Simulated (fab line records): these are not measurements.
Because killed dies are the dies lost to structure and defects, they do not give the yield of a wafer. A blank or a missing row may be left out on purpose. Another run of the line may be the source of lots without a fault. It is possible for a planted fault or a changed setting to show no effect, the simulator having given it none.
fab line records	flow sky130
record lots=13	wafers=39	lastDay=50
route steps=708 shown PWDE@84 SONOS_ONO@183 GATE_OXIDE@193 POLY_GATE@227 PAD_OPEN@708
lots untouched by any fault: they come from a run of this same line in which no faults occurred
startH: start of the lot's first displayed wafer, in hours after the record's first day	waitH: hours from the lot's prior step to this one	" the same as in the row above	L1.1+2: several wafers, shown together as one row	- no value, or no start given	* or withheld: withheld	< > ~ a bound
route shown NAME@n: names a module that has steps shown in the file, with the first one's number in the route	usual: mean/standard deviation taken from wafers without a fault	same: alike in all rows	chamber/n: place in a boat	sites: readings site by site	_std_site: their standard deviation	_edge_site: inner sites' mean taken away from outer sites' mean	radiusMm: how far each site lies from the wafer's centre	mask NAME#n: copy n	behind: the last tool/chamber to shape the wafer	hold: the reason the lot was held/the length of the hold in hours/how it ended	device: transistor that didn't switch, given as n, p or np	end of line: tests run on the same wafers once the route is complete	a step given without rows: its recipe and nothing more	killed: at the first sort, the dies lost to defects and structure; wafer yield is something else	map: per-die view of a wafer (x killed, . not killed, _ where there is no die)
set.NAME: the run value of the setting; set.NAME@STEP: its run value at that earlier step	model.NAME: the simulator's own value behind a step, which no gauge read
a sample of lots followed through the steps of the route, with each step as a table and each wafer as a row
services: when a tool's chamber went out of use (startH, in hours from the record's first day, below 0 if earlier), for how many hours, and the reason
## steps
# step SKY_NWELL_RS_MEAS_31
# recipe thkMeasGauge=four-point-probe
# usual PWDE_RS=5282/18
lot.wafer	tool	chamber	startH	waitH	PWDE_RS[ohm/sq]
L637.2	filmMetro-03	-	123.57	0.1	5270
L637.3	"	-	"	"	5283
L637.5	"	-	"	"	5260
L638.1	filmMetro-03	-	129.69	0.1	5309
L638.4	"	-	"	"	5302
L638.5	"	-	"	"	5302
L639.1	filmMetro-03	-	130.77	0.1	5315
L639.2	"	-	"	"	5301
L639.6	"	-	"	"	5308
L640.1	filmMetro-03	-	136.45	0.1	5290
L640.4	"	-	"	"	5267
L640.5	"	-	"	"	5252
L643.1	filmMetro-01	-	160.57	0.1	5270
L643.2	"	-	"	"	5277
L643.3	"	-	"	"	5257
L644.1	filmMetro-03	-	163.42	0.1	5314
L644.4	"	-	"	"	5312
L644.6	"	-	"	"	5312
L645.1	filmMetro-01	-	177.10	0.1	5271
L645.2	"	-	"	"	5266
L645.6	"	-	"	"	5258
L646.4	filmMetro-01	-	179.04	0.1	5282
L646.5	"	-	"	"	5284
L646.6	"	-	"	"	5270
L653.2	filmMetro-03	-	221.92	0.1	5283
L653.3	"	-	"	"	5273
L653.5	"	-	"	"	5287
L654.3	filmMetro-03	-	227.91	0.1	5271
L654.4	"	-	"	"	5286
L654.6	"	-	"	"	5281
L655.1	filmMetro-04	-	235.13	0.1	5281
L655.4	"	-	"	"	5296
L655.6	"	-	"	"	5283
L656.1	filmMetro-03	-	235.86	0.1	5266
L656.2	"	-	"	"	5285
L656.5	"	-	"	"	5283
L657.1	filmMetro-01	-	250.77	0.1	5286
L657.2	"	-	"	"	5286
L657.4	"	-	"	"	5284
# step SKY_SONOS_ONO_ETCH_15
# recipe targetDepthNm=19.52	chemistry=CHF3/O2	sourceW=600	biasW=200	pressureMtorr=40	chf3FlowSccm=50	O2_flow_sccm=5	timeS=7.8
# usual chf3FlowSccm=50.00/0.13	drypumpMotorCurrentA=5.5/0.41	oesProductAu=1.001/0.0099	throttleValvePct=8.826/0.0096
# same timeS=7.8
lot.wafer	tool	chamber	startH	waitH	chf3FlowSccm	drypumpMotorCurrentA	oesProductAu	rfHoursCounterH	throttleValvePct
L637.2	rieDiel-03	2	303.64	0.0	49.90	5.4	0.997	31	8.815
L637.3	"	3	"	"	50.23	5.4	0.992	114	8.828
L637.5	"	3	"	"	50.22	5.4	0.998	-	8.813
L638.1	rieDiel-01	1	321.47	0.0	50.11	4.9	0.990	15	8.838
L638.4	"	0	"	"	50.00	5.1	1.014	-	8.831
L638.5	"	1	"	"	49.98	5.0	1.003	-	8.816
L639.1	rieDiel-03	3	321.77	0.0	49.90	5.4	1.004	114	8.841
L639.2	"	0	"	"	50.18	6.2	0.992	1	8.798
L639.6	"	2	"	"	49.87	5.4	0.995	-	8.828
L640.1	rieDiel-02	1	323.15	0.0	50.10	6.0	0.996	5	8.841
L640.4	"	1	"	"	50.10	6.0	0.996	-	8.813
L640.5	"	2	"	"	49.96	5.2	1.001	-	8.843
L643.1	rieDiel-01	2	356.64	0.0	50.17	5.4	1.001	5	8.829
L643.2	"	0	"	"	49.93	5.1	1.003	11	8.836
L643.3	"	3	"	"	50.07	5.7	0.995	76	8.835
L644.1	rieDiel-03	0	363.74	0.0	50.08	6.2	0.993	2	8.832
L644.4	"	1	"	"	49.99	5.2	1.007	-	8.823
L644.6	"	2	"	"	50.01	5.4	0.994	-	8.817
L645.1	rieDiel-02	0	376.99	0.0	49.90	5.0	1.001	55	8.830
L645.2	"	1	"	"	49.88	6.0	0.997	6	8.828
L645.6	"	3	"	"	49.89	6.0	0.995	-	8.838
L646.4	rieDiel-03	2	380.04	0.0	50.14	5.4	0.997	33	8.823
L646.5	"	0	"	"	49.98	6.2	0.995	-	8.808
L646.6	"	3	"	"	49.99	5.4	1.003	-	8.818
L653.2	rieDiel-02	0	440.07	0.0	50.13	5.0	1.008	56	8.822
L653.3	"	3	"	"	50.28	6.0	1.006	14	8.829
L653.5	"	3	"	"	50.20	6.0	0.996	-	8.842
L654.3	rieDiel-02	0	447.05	0.0	50.06	5.0	1.020	56	8.814
L654.4	"	1	"	"	50.05	6.0	1.021	7	8.819
L654.6	"	1	"	"	49.87	6.0	1.006	-	8.836
L656.1	rieDiel-02	0	459.55	0.0	49.90	5.0	1.017	56	8.834
L656.2	"	3	"	"	49.93	6.0	1.009	15	8.816
L656.5	"	3	"	"	49.90	6.0	1.016	-	8.822
L655.1	rieDiel-01	2	459.85	0.0	49.88	5.4	1.011	6	8.818
L655.4	"	1	"	"	50.16	4.9	1.002	17	8.825
L655.6	"	1	"	"	50.13	4.9	0.998	-	8.811
L657.1	rieDiel-02	3	473.40	0.0	50.05	6.0	0.992	15	8.823
L657.2	"	0	"	"	49.97	5.0	1.002	57	8.800
L657.4	"	2	"	"	50.03	5.2	0.997	9	8.840
# step SKY_GATE_OXIDE_SOFTBAKE_06
# recipe tempC=90	timeS=60	resist=NOVOLAK
# usual heaterPowerTotalW=56.59/0.042	runLengthS=89.18/0.14
lot.wafer	tool	chamber	startH	waitH	heaterPowerTotalW	runLengthS
L637.2	lithoTrack-03	0	317.79	0.1	56.62	88.99
L637.3	"	0	"	"	56.62	89.45
L637.5	"	0	"	"	56.57	89.33
L638.1	lithoTrack-04	0	337.15	0.1	56.61	89.41
L638.4	"	0	"	"	56.55	89.16
L638.5	"	0	"	"	56.69	89.39
L639.1	lithoTrack-01	0	337.39	0.1	56.63	89.32
L639.2	"	0	"	"	56.52	89.15
L639.6	"	0	"	"	56.65	89.42
L640.1	lithoTrack-03	0	339.17	0.1	56.64	89.19
L640.4	"	0	"	"	56.59	89.11
L640.5	"	0	"	"	56.70	89.28
L643.1	lithoTrack-01	0	373.94	0.1	56.58	89.02
L643.2	"	0	"	"	56.60	89.10
L643.3	"	0	"	"	56.58	89.25
L644.1	lithoTrack-04	0	381.95	0.1	56.58	89.20
L644.4	"	0	"	"	56.60	89.28
L644.6	"	0	"	"	56.63	89.46
L645.1	lithoTrack-01	0	398.44	0.1	56.59	89.01
L645.2	"	0	"	"	56.59	89.01
L645.6	"	0	"	"	56.63	89.00
L646.4	lithoTrack-03	0	398.84	0.1	56.55	89.34
L646.5	"	0	"	"	56.57	89.12
L646.6	"	0	"	"	56.61	89.00
L653.2	lithoTrack-04	0	458.07	0.1	60.32	78.90
L653.3	"	0	"	"	60.31	78.92
L653.5	"	0	"	"	60.36	79.00
L654.3	lithoTrack-01	0	465.43	0.1	56.67	89.03
L654.4	"	0	"	"	56.57	89.07
L654.6	"	0	"	"	56.61	89.03
L655.1	lithoTrack-04	0	482.50	0.1	60.33	78.95
L655.4	"	0	"	"	60.34	79.16
L655.6	"	0	"	"	60.32	78.82
L656.1	lithoTrack-03	0	482.82	0.1	56.67	89.12
L656.2	"	0	"	"	56.62	89.07
L656.5	"	0	"	"	56.58	89.03
L657.1	lithoTrack-01	0	491.78	0.1	56.57	89.01
L657.2	"	0	"	"	56.62	89.10
L657.4	"	0	"	"	56.52	89.05
# step SKY_POLY_GATE_CD_MEAS_13
# recipe targetCdNm=150
# usual cdNm=150.0/1.1
lot.wafer	tool	chamber	startH	waitH	cdNm
L637.2	cdSem-01	-	396.71	-	149.1
L637.3	"	-	"	"	151.1
L637.5	"	-	"	"	150.7
L638.1	cdSem-01	-	415.70	-	148.7
L638.4	"	-	"	"	149.1
L638.5	"	-	"	"	149.2
L640.1	cdSem-01	-	417.00	-	150.2
L640.4	"	-	"	"	150.7
L640.5	"	-	"	"	150.6
L639.1	cdSem-01	-	417.94	-	148.5
L639.2	"	-	"	"	149.2
L639.6	"	-	"	"	149.0
L643.1	cdSem-02	-	456.05	-	150.1
L643.2	"	-	"	"	150.6
L643.3	"	-	"	"	149.5
L644.1	cdSem-02	-	465.05	-	149.5
L644.4	"	-	"	"	149.8
L644.6	"	-	"	"	151.0
L645.1	cdSem-02	-	480.19	-	149.5
L645.2	"	-	"	"	150.6
L645.6	"	-	"	"	148.6
L646.4	cdSem-01	-	480.59	-	150.1
L646.5	"	-	"	"	151.1
L646.6	"	-	"	"	149.4
L653.2	cdSem-02	-	539.51	-	149.9
L653.3	"	-	"	"	149.7
L653.5	"	-	"	"	150.4
L654.3	cdSem-02	-	546.97	-	149.8
L654.4	"	-	"	"	149.2
L654.6	"	-	"	"	150.5
L655.1	cdSem-01	-	561.69	-	149.6
L655.4	"	-	"	"	149.2
L655.6	"	-	"	"	148.2
L656.1	cdSem-02	-	564.05	-	149.7
L656.2	"	-	"	"	149.9
L656.5	"	-	"	"	149.8
L657.1	cdSem-01	-	571.93	-	152.8
L657.2	"	-	"	"	151.9
L657.4	"	-	"	"	153.1
# step SKY_PAD_OPEN_PROBE_99
# usual killed_at_M0_to_M3=45/7.5	killed_at_M4_up=3.2/1.8	killedAtContacts=24/4.9	killedAtFrontEnd=15/4.4	killedAtOther=0.3/0.54	killedDies=87/9.8	killedOpen=47/6.4	killedShort=40/6.5
# same grossDies=492	killedAtBackSide=0
lot.wafer	tool	chamber	startH	waitH	killed_at_M0_to_M3	killed_at_M4_up	killedAtContacts	killedAtFrontEnd	killedAtOther	killedDies	killedOpen	killedShort
L637.2	prober-02	-	1096.70	0.1	45	6	20	14	0	85	47	38
L637.3	prober-02	-	1096.75	0.2	36	2	17	20	0	75	43	32
L637.5	prober-02	-	1096.85	0.2	47	4	28	28	0	107	60	47
L646.4	prober-01	-	1150.81	0.2	48	3	19	23	1	94	43	50
L646.5	prober-01	-	1150.86	0.2	44	5	23	17	0	89	47	41
L646.6	prober-01	-	1150.91	0.2	35	4	35	14	0	88	49	36
L653.2	prober-02	-	1187.25	0.1	41	2	20	13	0	76	47	29
L653.3	prober-02	-	1187.30	0.2	46	4	26	12	0	88	47	40
L653.5	prober-02	-	1187.40	0.2	51	3	19	12	1	86	51	35
L654.3	prober-01	-	1189.29	0.2	32	2	23	9	0	66	46	20
L654.4	prober-01	-	1189.34	0.2	40	2	24	15	1	82	46	36
L654.6	prober-01	-	1189.44	0.2	52	2	23	16	0	93	49	44
L656.1	prober-02	-	1197.59	0.1	53	3	20	14	1	91	42	49
L656.2	prober-02	-	1197.64	0.1	35	2	29	14	0	80	38	42
L656.5	prober-02	-	1197.79	0.2	36	1	27	11	0	75	37	38
# killed by level:class
L637.2 VIA1:geometricParticle:open=14 VIA2:geometricParticle:open=8 LI_CONTACT:geometricParticle:open=7 FIELD_ISO:geometricParticle:short=5 VIA1:geometricParticle:short=5 CONTACT:geometricParticle:open=4 CONTACT:geometricParticle:short=4 METAL3:geometricParticle:short=4
L637.3 VIA1:geometricParticle:open=12 CONTACT:geometricParticle:open=6 VIA3:geometricParticle:open=6 FIELD_ISO:geometricParticle:short=5 POLY_GATE:geometricParticle:short=5 LI_CONTACT:geometricParticle:open=4 CONTACT:geometricParticle:short=4 VIA2:geometricParticle:open=4
L637.5 POLY_GATE:geometricParticle:open=9 CONTACT:geometricParticle:open=9 VIA1:geometricParticle:open=8 FIELD_ISO:geometricParticle:open=7 VIA1:geometricParticle:short=6 METAL1:geometricParticle:short=6 VIA2:geometricParticle:open=6 LI_CONTACT:geometricParticle:open=5
L646.4 FIELD_ISO:geometricParticle:short=10 VIA1:geometricParticle:open=10 VIA2:geometricParticle:open=9 LI_CONTACT:geometricParticle:open=7 METAL2:geometricParticle:short=7 CONTACT:geometricParticle:open=6 POLY_GATE:geometricParticle:short=5 METAL1:geometricParticle:short=5
L646.5 VIA1:geometricParticle:open=12 VIA2:geometricParticle:open=11 CONTACT:geometricParticle:open=9 METAL1:geometricParticle:short=6 FIELD_ISO:geometricParticle:short=5 CONTACT:geometricParticle:short=5 METAL2:geometricParticle:short=5 METAL4:geometricParticle:short=5
L646.6 CONTACT:geometricParticle:open=16 VIA2:geometricParticle:open=8 CONTACT:geometricParticle:short=7 VIA1:geometricParticle:open=7 LI_CONTACT:geometricParticle:open=6 METAL1:geometricParticle:short=6 FIELD_ISO:geometricParticle:open=4 FIELD_ISO:geometricParticle:short=4
L653.2 VIA1:geometricParticle:open=12 FIELD_ISO:geometricParticle:open=6 CONTACT:geometricParticle:open=6 METAL1:geometricParticle:short=6 VIA2:geometricParticle:open=5 VIA3:geometricParticle:open=5 POLY_GATE:geometricParticle:open=4 CONTACT:geometricParticle:short=4
L653.3 VIA1:geometricParticle:open=12 CONTACT:geometricParticle:open=10 METAL1:geometricParticle:short=8 METAL2:geometricParticle:short=7 VIA3:geometricParticle:open=7 LI_CONTACT:geometricParticle:open=5 VIA2:geometricParticle:open=5 CONTACT:geometricParticle:short=5
L653.5 VIA1:geometricParticle:open=11 CONTACT:geometricParticle:open=8 VIA2:geometricParticle:open=8 VIA2:geometricParticle:short=8 METAL1:geometricParticle:short=7 VIA3:geometricParticle:open=6 FIELD_ISO:geometricParticle:open=4 LI_CONTACT:geometricParticle:open=3
L654.3 CONTACT:geometricParticle:open=10 VIA1:geometricParticle:open=9 VIA2:geometricParticle:open=6 LI_CONTACT:geometricParticle:open=5 CONTACT:geometricParticle:short=5 POLY_GATE:geometricParticle:open=4 VIA1:geometricParticle:short=4 FIELD_ISO:geometricParticle:open=3
L654.4 VIA1:geometricParticle:open=10 CONTACT:geometricParticle:short=8 CONTACT:geometricParticle:open=6 VIA2:geometricParticle:open=6 LOCAL_INTERCONNECT:geometricParticle:short=5 VIA3:geometricParticle:open=5 FIELD_ISO:geometricParticle:open=4 FIELD_ISO:geometricParticle:short=4
L654.6 VIA1:geometricParticle:open=12 VIA1:geometricParticle:short=9 VIA3:geometricParticle:open=8 VIA2:geometricParticle:open=7 LI_CONTACT:geometricParticle:open=6 METAL2:geometricParticle:short=5 METAL1:geometricParticle:short=5 POLY_GATE:geometricParticle:open=4
L656.1 METAL2:geometricParticle:short=11 VIA1:geometricParticle:open=11 VIA3:geometricParticle:open=8 VIA1:geometricParticle:short=7 CONTACT:geometricParticle:short=6 METAL1:geometricParticle:short=6 FIELD_ISO:geometricParticle:short=5 LI_CONTACT:geometricParticle:open=5
L656.2 CONTACT:geometricParticle:open=9 LI_CONTACT:geometricParticle:open=8 LOCAL_INTERCONNECT:geometricParticle:short=8 POLY_GATE:geometricParticle:short=6 VIA1:geometricParticle:open=6 METAL2:geometricParticle:short=5 FIELD_ISO:geometricParticle:open=4 FIELD_ISO:geometricParticle:short=4
L656.5 LI_CONTACT:geometricParticle:open=8 VIA1:geometricParticle:open=7 LOCAL_INTERCONNECT:geometricParticle:short=6 LI_CONTACT:geometricParticle:short=5 METAL1:geometricParticle:short=5 VIA1:geometricParticle:short=5 VIA3:geometricParticle:open=4 FIELD_ISO:geometricParticle:open=3
## services
tool	chamber	startH	hours	kind
rieDiel-01	0	303.17	11.1	repair
rieDiel-03	1	317.75	3.0	repair
rieDiel-01	3	319.80	2.5	repair
rieDiel-02	0	321.83	6.3	repair
rieDiel-03	1	339.90	5.9	repair
rieDiel-03	3	361.07	-	clean
rieDiel-03	3	361.07	16.5	scheduledDown
rieDiel-03	3	361.07	16.5	ventCycle
rieDiel-01	-	367.09	28.1	pm
rieDiel-02	0	405.82	5.5	repair
rieDiel-02	-	433.04	0.7	repair
rieDiel-01	3	482.51	4.1	repair
rieDiel-03	2	484.35	4.4	repair
lithoTrack-01	-	488.31	-	consumableReplace:filter
## key
firstSign step=SKY_GATE_OXIDE_SOFTBAKE_06	reading=heaterPowerTotalW	direction=up	sigmas=90	usual=*	struck=*
effect step=SKY_GATE_OXIDE_SOFTBAKE_06	reading=runLengthS	direction=down	sigmas=74	usual=*	struck=*
metAt SKY_GATE_OXIDE_SOFTBAKE_06
struckLots L653,L655
testerLeftOut L653,L655
notActingAt SKY_NWELL_RS_MEAS_31,SKY_SONOS_ONO_ETCH_15,SKY_POLY_GATE_CD_MEAS_13
onsetBetween 381.95 458.07
fault kind=processParameterDrift	tool=lithoTrack-04	chamber=-	onsetH=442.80	steps=SKY_GATE_OXIDE_SOFTBAKE_06	channel=timeS	offset=*	shape=step	endH=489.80	actsIn=*	stated=*
# testerLeftOut: of these lots the tester's yield and bins aren't shown, on N5 and GAA mostly nor the transistor test; their killed dies are dies lost to structure and defects alone, not to doping, threshold or leakage, so they don't give the yield
